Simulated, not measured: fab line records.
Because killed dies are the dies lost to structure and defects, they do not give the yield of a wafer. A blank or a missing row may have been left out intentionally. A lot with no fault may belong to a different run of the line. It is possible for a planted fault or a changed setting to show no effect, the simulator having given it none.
Which tool did it? :: flow sky130 :: 11 lots with 32 wafers sampled at 5 steps, on a route of 708 steps

WHAT THE GAUGES READ, wafer by wafer
SKY_VIA3_THK_MEAS_01.
lot: L253
measured: day 38 21:47
on: filmMetro-04
VIA3_HDPCVD_THK (nm): 1623 1666 1668

lot: L254
measured: day 39 09:38
on: filmMetro-01
VIA3_HDPCVD_THK (nm): 1653 1640 1658

lot: L255
measured: day 40 00:10
on: filmMetro-01
VIA3_HDPCVD_THK (nm): 1627 1634 1647

lot: L257
measured: day 40 03:48
on: filmMetro-04
VIA3_HDPCVD_THK (nm): 1635 1618 1632

lot: L260
measured: day 41 15:00
on: filmMetro-01
VIA3_HDPCVD_THK (nm): 1647 1614 1648

lot: L262
measured: day 41 21:53
on: filmMetro-03
VIA3_HDPCVD_THK (nm): 1636 1636 1627

lot: L263
measured: day 42 06:01
on: filmMetro-04
VIA3_HDPCVD_THK (nm): 1626 1618 1604

lot: L266
measured: day 42 10:31
on: filmMetro-03
VIA3_HDPCVD_THK (nm): 1619 1632 1634

lot: L264
measured: day 42 11:49
on: filmMetro-03
VIA3_HDPCVD_THK (nm): 1668 2441

lot: L267
measured: day 42 19:15
on: filmMetro-03
VIA3_HDPCVD_THK (nm): 1656 2468 1631

lot: L273
measured: day 44 05:15
on: filmMetro-01
VIA3_HDPCVD_THK (nm): 1635 1627 1623

TOOL THAT RAN EACH LOT (tool first, then ch and the chambers of the sampled wafers, then the start)
lot: L253
SKY_METAL3_SPUTTER_02: pvdSputter-03, day 36 16:06
SKY_CAPM_SPUTTER_02: pvdSputter-01, day 36 16:16
SKY_CAPM_STRIP_14: plasmaAsher-03 ch 0,1, day 37 18:25
SKY_VIA3_HDPCVD_00: hdpcvd-01 ch 0,1,2, day 38 21:40

lot: L254
SKY_METAL3_SPUTTER_02: pvdSputter-02, day 37 05:08
SKY_CAPM_SPUTTER_02: pvdSputter-04, day 37 05:19
SKY_CAPM_STRIP_14: plasmaAsher-03 ch 0,1, day 38 07:07
SKY_VIA3_HDPCVD_00: hdpcvd-02 ch 1,2, day 39 09:23

lot: L255
SKY_METAL3_SPUTTER_02: pvdSputter-01, day 37 19:20
SKY_CAPM_SPUTTER_02: pvdSputter-04, day 37 19:32
SKY_CAPM_STRIP_14: plasmaAsher-03 ch 0,1, day 38 21:08
SKY_VIA3_HDPCVD_00: hdpcvd-02 ch 1,2, day 39 23:55

lot: L257
SKY_METAL3_SPUTTER_02: pvdSputter-03, day 38 00:16
SKY_CAPM_SPUTTER_02: pvdSputter-04, day 38 00:28
SKY_CAPM_STRIP_14: plasmaAsher-03 ch 0,1, day 39 01:22
SKY_VIA3_HDPCVD_00: hdpcvd-02 ch 1,2, day 40 03:32

lot: L260
SKY_METAL3_SPUTTER_02: pvdSputter-03, day 39 13:54
SKY_CAPM_SPUTTER_02: pvdSputter-01, day 39 14:05
SKY_CAPM_STRIP_14: plasmaAsher-01 ch 0,1, day 40 13:52
SKY_VIA3_HDPCVD_00: hdpcvd-02 ch 0,2, day 41 14:49

lot: L262
SKY_METAL3_SPUTTER_02: pvdSputter-02, day 39 19:16
SKY_CAPM_SPUTTER_02: pvdSputter-01, day 39 19:28
SKY_CAPM_STRIP_14: plasmaAsher-03 ch 0,1, day 40 19:26
SKY_VIA3_HDPCVD_00: hdpcvd-01 ch 0,2, day 41 21:43

lot: L263
SKY_METAL3_SPUTTER_02: pvdSputter-03, day 40 04:27
SKY_CAPM_SPUTTER_02: pvdSputter-04, day 40 04:38
SKY_CAPM_STRIP_14: plasmaAsher-02 ch 0,1, day 41 04:46
SKY_VIA3_HDPCVD_00: hdpcvd-02 ch 1,2, day 42 05:50

lot: L266
SKY_METAL3_SPUTTER_02: pvdSputter-01, day 40 08:19
SKY_CAPM_SPUTTER_02: pvdSputter-04, day 40 08:31
SKY_CAPM_STRIP_14: plasmaAsher-02 ch 0,1, day 41 09:02
SKY_VIA3_HDPCVD_00: hdpcvd-01 ch 0,1, day 42 10:22

lot: L264
SKY_METAL3_SPUTTER_02: pvdSputter-02, day 40 10:14
SKY_CAPM_SPUTTER_02: pvdSputter-01, day 40 10:25
SKY_CAPM_STRIP_14: plasmaAsher-01 ch 0,1, day 41 10:43
SKY_VIA3_HDPCVD_00: hdpcvd-02 ch 0,2, day 42 11:38

lot: L267
SKY_METAL3_SPUTTER_02: pvdSputter-03, day 40 18:25
SKY_CAPM_SPUTTER_02: pvdSputter-01, day 40 18:36
SKY_CAPM_STRIP_14: plasmaAsher-01 ch 1, day 41 18:17
SKY_VIA3_HDPCVD_00: hdpcvd-02 ch 0,1,2, day 42 19:05

lot: L273
SKY_METAL3_SPUTTER_02: pvdSputter-02, day 42 05:39
SKY_CAPM_SPUTTER_02: pvdSputter-01, day 42 05:50
SKY_CAPM_STRIP_14: plasmaAsher-03 ch 0, day 43 04:59
SKY_VIA3_HDPCVD_00: hdpcvd-01 ch 0,1, day 44 05:05
- SKY_METAL3_SPUTTER_02: material AlCu, target thk 735 nm, time 39.1 s.
- SKY_CAPM_SPUTTER_02: material TiN, target thk 200 nm, time 166.7 s.
- SKY_CAPM_STRIP_14: strips in O2/N2.
- SKY_VIA3_HDPCVD_00: deposits SiO2, target thk 1635 nm, time 272.5 s.

THE ANSWER, worked out from the rows above alone
Rule: the usual values come from the lots themselves. The widest of any qualifying gaps counts: lots, ordered by their means at a reading, are off when they make up no more than a third of the lots, leave a main group of 4 or more, and stand apart from it by 3 or more times the standard deviation of that group's means. A main group whose means are all the same, to the digits that the tables above print for the reading, isn't used. A lot without any number at a reading at which 4 lots or more have one is off too. The other lots that the step has rows for count as sound.
Off: L264, L267, at SKY_VIA3_THK_MEAS_01 (VIA3_HDPCVD_THK). Main group: mean 1634 nm, sd 11.
If a tool, at a process step before that reading, ran all the lots that are off and no sound lot after the first of them, it fits. Gauges at SKY_VIA3_THK_MEAS_01: tried the same way as those tools. Can't be told from this: 3 tools fit, plasmaAsher-01 at SKY_CAPM_STRIP_14, hdpcvd-02 at SKY_VIA3_HDPCVD_00, filmMetro-03 at SKY_VIA3_THK_MEAS_01.

WHAT THE SIMULATOR PUT IN
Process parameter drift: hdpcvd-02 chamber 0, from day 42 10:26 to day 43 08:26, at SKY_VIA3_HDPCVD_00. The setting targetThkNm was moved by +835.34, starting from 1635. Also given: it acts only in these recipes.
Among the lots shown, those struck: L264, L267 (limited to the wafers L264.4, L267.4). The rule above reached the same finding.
